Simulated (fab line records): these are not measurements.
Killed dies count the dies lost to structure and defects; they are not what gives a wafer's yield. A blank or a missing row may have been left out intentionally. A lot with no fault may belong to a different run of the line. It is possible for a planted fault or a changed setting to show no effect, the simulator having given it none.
Which tool did it? | flow sky130 | Sampling: 14 lots, 42 wafers, 2 of 708 route steps

## WHAT THE GAUGES READ, wafer by wafer
SKY_CONTACT_THK_MEAS_01. Usual: CONTACT_CVD_00_THK 75.3 nm, standard deviation 0.95.
lot  | measured     | on           | CONTACT_CVD_00_THK (nm) | flag
L544 | day 30 14:35 | filmMetro-03 | 74.6 73.6 73.8          | 
L546 | day 31 11:20 | filmMetro-03 | 75.3 76.1 75.6          | 
L547 | day 31 23:04 | filmMetro-04 | 74.8 75.1 76.3          | 
L548 | day 32 03:05 | filmMetro-01 | 74.3 74.0 75.9          | 
L549 | day 32 15:23 | filmMetro-01 | 75.0 76.2 76.9          | 
L550 | day 32 22:31 | filmMetro-03 | 71.4 76.2 76.9          | 
L551 | day 32 23:59 | filmMetro-04 | 70.5 75.6 75.4          | 
L559 | day 35 17:16 | filmMetro-03 | 75.4 76.0 76.5          | 
L560 | day 36 04:31 | filmMetro-04 | 75.3 76.7 76.1          | 
L561 | day 36 12:38 | filmMetro-03 | 74.9 75.1 75.7          | 
L562 | day 36 23:38 | filmMetro-01 | 75.8 74.8 76.0          | 
L563 | day 37 07:15 | filmMetro-04 | 75.6 76.4 75.8          | 
L564 | day 37 11:19 | filmMetro-04 | 74.4 75.9 75.3          | 
L565 | day 37 16:53 | filmMetro-04 | 75.2 74.6 76.3          | 

## EACH LOT AND THE TOOL THAT RAN IT (in order: tool; ch and the chambers of the sampled wafers; start)
lot  | SKY_CONTACT_CVD_00
L544 | pecvd-02 ch 0,1,2, day 30 14:32
L546 | pecvd-02 ch 0,1,2, day 31 11:17
L547 | pecvd-02 ch 1,2, day 31 23:02
L548 | pecvd-02 ch 0,1, day 32 03:03
L549 | pecvd-01 ch 0,1,2, day 32 15:20
L550 | pecvd-02 ch 0,1,2, day 32 22:29
L551 | pecvd-02 ch 0,1,2, day 32 23:56
L559 | pecvd-03 ch 0,2, day 35 17:14
L560 | pecvd-01 ch 0,2, day 36 04:28
L561 | pecvd-02 ch 0,1,2, day 36 12:35
L562 | pecvd-03 ch 0,2, day 36 23:35
L563 | pecvd-02 ch 0,1,2, day 37 07:12
L564 | pecvd-02 ch 1,2, day 37 11:17
L565 | pecvd-03 ch 1,2, day 37 16:50
- SKY_CONTACT_CVD_00: deposits Si3N4, target thk 75 nm.

## WHAT THE TOOLS THEMSELVES READ (means of the sampled wafers that have a number; where no wafer has one, the mark that the record gives instead)
SKY_CONTACT_CVD_00. Usual: heaterPowerW 701 W, standard deviation 130; rfFwdPowerW 444.8 W, standard deviation 1.7.
lot  | tool     | heaterPowerW (W) | rfFwdPowerW (W) | flag
L544 | pecvd-02 | 585              | 444.2           | 
L546 | pecvd-02 | 649              | 444.2           | 
L547 | pecvd-02 | 604              | 445.2           | 
L548 | pecvd-02 | 626              | 443.7           | 
L549 | pecvd-01 | 834              | 445.4           | 
L550 | pecvd-02 | 648              | 419.9           | OFF
L551 | pecvd-02 | 624              | 420.7           | OFF
L559 | pecvd-03 | 747              | 445.3           | 
L560 | pecvd-01 | 963              | 445.3           | 
L561 | pecvd-02 | 646              | 444.4           | 
L562 | pecvd-03 | 831              | 446.0           | 
L563 | pecvd-02 | 652              | 444.0           | 
L564 | pecvd-02 | 565              | 445.1           | 
L565 | pecvd-03 | 760              | 446.7           | 

## THE ANSWER, worked out from the rows above alone
Rule: take the mean of a lot's wafers that have a number; if it is more than 3 standard deviations from the usual mean, the lot is off. A lot without any number at a reading at which 4 lots or more have one is off too. All remaining lots with rows at the step are treated as sound. First the gauges in route order, then the tools' own readings, where a lot's mean is used as printed above. The first step at which some lot is off is used, and at that step the reading that is off furthest; a lot without a number counts as furthest.
Off, at SKY_CONTACT_CVD_00 on rfFwdPowerW: L550, L551.
If a tool, at that step or one of the process steps before it, ran each lot that is off and ran no sound lot following the first of them, it fits. Not one of the candidates tried fits.

## WHAT THE SIMULATOR PUT IN
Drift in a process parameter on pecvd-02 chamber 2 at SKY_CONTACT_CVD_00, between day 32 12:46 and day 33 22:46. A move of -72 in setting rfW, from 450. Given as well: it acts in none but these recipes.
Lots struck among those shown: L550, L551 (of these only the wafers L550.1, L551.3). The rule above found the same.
